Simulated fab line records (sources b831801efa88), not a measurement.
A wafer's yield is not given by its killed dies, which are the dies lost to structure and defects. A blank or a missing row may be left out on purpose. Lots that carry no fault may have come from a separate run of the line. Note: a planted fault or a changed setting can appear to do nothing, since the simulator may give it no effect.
Tool commonality check ; flow gf180mcu ; 12 lots, 36 wafers sampled

REASON IT WAS OPENED
At GF_V4_CD_MEAS_14 the reading cd-nm is flagged on 3 of 12 lots. Wafers without a fault read 259.7 nm, standard deviation 1.1.
Rule: a lot is flagged when every wafer of it that has a number lies more than 4 standard deviations from that mean, or none has a number. The other lots count as sound.

lot;measured;on;cd-nm (nm), wafer by wafer;flag
L945;day 24 03:58;cd-sem-01;260.2 260.0 260.1;
L947;day 24 21:25;cd-sem-01;261.1 259.6 260.0;
L948;day 25 03:23;cd-sem-01;259.4 259.5 259.2;
L949;day 25 21:03;cd-sem-01;259.7 258.3 259.7;
L950;day 25 23:13;cd-sem-02;258.5 258.3 257.5;
L952;day 26 19:07;cd-sem-02;260.8 260.2 259.9;
L958;day 28 23:08;cd-sem-02;268.2 270.7 269.5;FLAGGED
L960;day 29 02:38;cd-sem-02;270.2 269.6 269.9;FLAGGED
L959;day 29 08:59;cd-sem-02;268.8 270.0 269.9;FLAGGED
L961;day 29 14:53;cd-sem-02;260.3 260.2 260.7;
L962;day 30 02:23;cd-sem-02;259.2 258.8 258.9;
L968;day 31 09:05;cd-sem-01;256.0 257.8 259.6;
Average over the flagged lots: 269.6 nm; offset from the usual +9.9 nm, equal to +9 standard deviations.

WHICH TOOL EACH LOT WENT THROUGH
The record holds 3 process steps before the reading, out of a route of 602 steps. Cell contents, in order: the tool; ch with the chambers the sampled wafers went through; the start.
lot;flag;GF_V3_CVD_23;GF_V3_CMP_26;GF_V4_PEB_12
L945;;cvd-w-02 ch 0,1, day 22 03:27;cmp-02 ch 1,3, day 22 03:45;litho-track-01 ch 0, day 24 03:37
L947;;cvd-w-02 ch 0,1, day 22 22:03;cmp-02 ch 0,1,2, day 22 22:28;litho-track-01 ch 0, day 24 21:05
L948;;cvd-w-02 ch 0,1, day 23 04:09;cmp-01 ch 1,2, day 23 04:25;litho-track-04 ch 0, day 25 03:04
L949;;cvd-w-02 ch 0,1, day 23 23:34;cmp-02 ch 0,1,2, day 23 23:53;litho-track-04 ch 0, day 25 20:42
L950;;cvd-w-02 ch 0,1, day 24 01:53;cmp-02 ch 0,1,3, day 24 02:11;litho-track-04 ch 0, day 25 22:53
L952;;cvd-w-01 ch 0,1, day 24 22:38;cmp-02 ch 1,2,3, day 24 23:01;litho-track-01 ch 0, day 26 18:46
L958;FLAGGED;cvd-w-02 ch 0,1, day 27 05:51;cmp-01 ch 1,2,3, day 27 06:07;litho-track-04 ch 0, day 28 22:49
L960;FLAGGED;cvd-w-01 ch 0,1, day 27 11:28;cmp-01 ch 0,1,3, day 27 11:46;litho-track-04 ch 0, day 29 02:19
L959;FLAGGED;cvd-w-02 ch 0,1, day 27 16:28;cmp-01 ch 0,1,2, day 27 16:46;litho-track-04 ch 0, day 29 08:40
L961;;cvd-w-01 ch 0,1, day 27 21:21;cmp-01 ch 0,2,3, day 27 21:42;litho-track-01 ch 0, day 29 14:34
L962;;cvd-w-01 ch 0,1, day 28 10:05;cmp-02 ch 1,2,3, day 28 10:26;litho-track-02 ch 0, day 30 02:03
L968;;cvd-w-01 ch 0,1, day 29 18:41;cmp-02 ch 1,2,3, day 29 19:05;litho-track-01 ch 0, day 31 08:45
What the steps here do:
- GF_V3_CVD_23: deposits W, target thk 350 nm, time 104.9 s.
- GF_V3_CMP_26: polishes, stops on SiO2, t overpolish 15 s, target thk 0 nm.
- GF_V4_PEB_12: peb time 90 s.
- GF_V4_CD_MEAS_14: target cd 260 nm.

FLAGGED AGAINST TOTAL, ONE TOOL AT A TIME (gauges that did the reading follow at the end)
step;tool;lots run;flagged;share of the flagged lots;sound lots run after its first flagged lot
GF_V3_CVD_23;cvd-w-01;5;1;some;3 (L961,L962,L968)
GF_V3_CVD_23;cvd-w-02;7;2;some;0
GF_V3_CMP_26;cmp-01;5;3;all;1 (L961)
GF_V3_CMP_26;cmp-02;7;0;none;-
GF_V4_PEB_12;litho-track-01;5;0;none;-
GF_V4_PEB_12;litho-track-02;1;0;none;-
GF_V4_PEB_12;litho-track-04;6;3;all;0
GF_V4_CD_MEAS_14;cd-sem-01;5;0;none;-
GF_V4_CD_MEAS_14;cd-sem-02;7;3;all;2 (L961,L962)

WHAT THE TABLE ALLOWS
3 rows of the table ran every flagged lot: cmp-01 at GF_V3_CMP_26, litho-track-04 at GF_V4_PEB_12, cd-sem-02 at GF_V4_CD_MEAS_14.
- cmp-01 at GF_V3_CMP_26 ran 5 lots, 3 of them flagged. Lots that were sound ran on it after the first flagged one (L961); a persistent fault on the entire tool would not allow that.
- litho-track-04 at GF_V4_PEB_12 ran 6 lots, 3 of them flagged. Last sound lot L950 at day 25 22:53, first flagged lot L958 at day 28 22:49; a fault beginning in between fits. Its own readings lie more than 4 standard deviations out on every wafer of the flagged lots: heater-power-total-W, plate-temp-C.
- cd-sem-02 at GF_V4_CD_MEAS_14 ran 7 lots, 3 of them flagged. Lots that were sound ran on it after the first flagged one (L961, L962); a persistent fault on the entire tool would not allow that.
One tool is left: litho-track-04 at GF_V4_PEB_12.

WHAT THE SIMULATOR PUT IN
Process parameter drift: litho-track-04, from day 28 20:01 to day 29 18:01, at GF_V4_PEB_12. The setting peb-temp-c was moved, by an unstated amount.
Shown lots that were struck: L958, L960, L959. The same result came from the rule above.
